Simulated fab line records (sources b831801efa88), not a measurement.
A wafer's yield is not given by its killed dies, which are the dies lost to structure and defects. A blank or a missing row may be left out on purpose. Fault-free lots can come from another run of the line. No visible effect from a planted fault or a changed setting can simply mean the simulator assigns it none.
A struck lot beside a sound one | flow sfq-line | 15 steps out of a route of 325
Sound: the wafers L872.2, L872.3, L872.6. Struck: wafer L880.6 (L880.4, L880.5, from the same lot, were not struck and are left out); the cause is given at the end.
Per side, at each step with rows, come the tool, then ch with its chambers, and then its first start. Under that, the readings that differ: sound wafers | struck wafers | difference of the means | sigmas: that difference in standard deviations of wafers without a fault.
alike: words and numbers the same on both sides, and readings whose means are apart by under 2 such deviations; not compared: readings that were withheld, readings missing a value for some wafer, numbers with overlapping values and no deviation given by the record, and bounds like >300 which may hide the same value.
A row with sigmas, a row that says differs or no value, or rows on one side alone: a step with any of these is where the two part. Non-overlapping numbers with no deviation appear without sigmas and do not part them. Lack of a reading on every wafer of one side parts them only where that side has two or more wafers.

first, 1 step without rows for these wafers: SFQ_TRILAYER_M2_STRIP_SOLV_CLEAN_062 (cleans in NMP, time 600 s).
SFQ_TRILAYER_I2_DEP_PECVD_063: deposits SiO2 from SiH4/N2O, time 111.11 s, target thk 500 nm.
  sound on pecvd-04 ch 0,1,2, day 33 12:09; struck on pecvd-03 ch 0, day 36 13:29
  alike: heater-power-w, throttle-valve-pct
SFQ_TRILAYER_I2_CMP_CMP_064: polishes SiO2.
  sound on cmp-02 ch 2,3, day 33 21:44; struck on cmp-01 ch 2, day 37 07:53
  alike: motor-current-A, time-to-endpoint-s
SFQ_I2_BOW_MEAS_917:
  sound: film-metro-01 at day 34 00:16; struck: film-metro-03 at day 37 08:56
  alike: I2_BOW
SFQ_TRILAYER_I2_METRO_MEASURE_065:
  sound: film-metro-01 at day 34 00:34; struck: film-metro-03 at day 37 09:36
  alike: thk-nm
then, 6 steps without rows for these wafers: SFQ_TRILAYER_I2_VIA_LITHO_COAT_072 (resist thk 62 nm); SFQ_TRILAYER_I2_VIA_LITHO_COAT_067 (resist thk 650 nm); SFQ_TRILAYER_I2_VIA_LITHO_SOFTBAKE_071; SFQ_TRILAYER_I2_VIA_LITHO_EXPOSE_068 (exposes mask I2, target cd 500 nm); SFQ_TRILAYER_I2_VIA_LITHO_PEB_070 (peb time 60 s); SFQ_TRILAYER_I2_VIA_LITHO_DEVELOP_069 (time 60 s).
-- the record jumps here: 5 days lie between the struck wafers' starts before and after --
SFQ_I2_OVL_MEAS_918:
  sound: overlay-02 at day 39 15:03; struck: overlay-01 at day 42 18:35
  alike: I2_OVL
SFQ_TRILAYER_I2_VIA_BARC_OPEN_VIA_ETCH_096: etches BARC in O2, target depth 125 nm, time 41.7 s.
  sound on rie-diel-02 ch 0,1,3, day 39 15:05; struck on rie-diel-01 ch 3, day 42 18:37
  reading                                                 | sound             | struck | difference | sigmas
  oes-product-au (a.u.)                                   | 0.685 0.689 0.687 | 0.662  | -0.025     | -5
  run-length-s (s)                                        | 69.9 69.8 69.8    | 73.6   | +3.8       | +8
  model.KrF_of_TRILAYER_I2_VIA_LITHO_COAT_067.thk-nm (nm) | 572.8 570.3 571.2 | 563.9  | -7.5       |
  alike: drypump-motor-current-A
  not compared: rf-hours-counter-h
SFQ_TRILAYER_I2_VIA_ETCH_VIA_ETCH_070: etches SiO2 in CHF3, stops on Nb, target depth 260 nm.
  sound on rie-diel-02 ch 0,1,3, day 39 15:07; struck on rie-diel-01 ch 3, day 42 18:39
  reading                                                 | sound             | struck | difference | sigmas
  model.KrF_of_TRILAYER_I2_VIA_LITHO_COAT_067.thk-nm (nm) | 528.1 524.4 526.3 | 519.1  | -7.2       |
  alike: drypump-motor-current-A, oes-product-au
SFQ_TRILAYER_I2_VIA_STRIP_STRIP_071: strips in O2.
  sound on rie-metal-03 ch 0,1, day 39 15:14; struck on rie-metal-01 ch 1, day 42 18:58
  reading                     | sound       | struck | difference | sigmas
  drypump-motor-current-A (A) | 5.7 5.0 5.0 | 6.1    | +0.9       | +2
  alike: he-backside-leak-sccm, oes-product-au
  not compared: rf-hours-counter-h

## WHERE THEY PART
Last at SFQ_TRILAYER_I2_VIA_STRIP_STRIP_071 as far as this record goes, first at SFQ_TRILAYER_I2_VIA_BARC_OPEN_VIA_ETCH_096.

WHY: what had been put in by the simulator
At SFQ_TRILAYER_I2_VIA_BARC_OPEN_VIA_ETCH_096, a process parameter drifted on rie-diel-01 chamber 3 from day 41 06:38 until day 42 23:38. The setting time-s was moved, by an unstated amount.
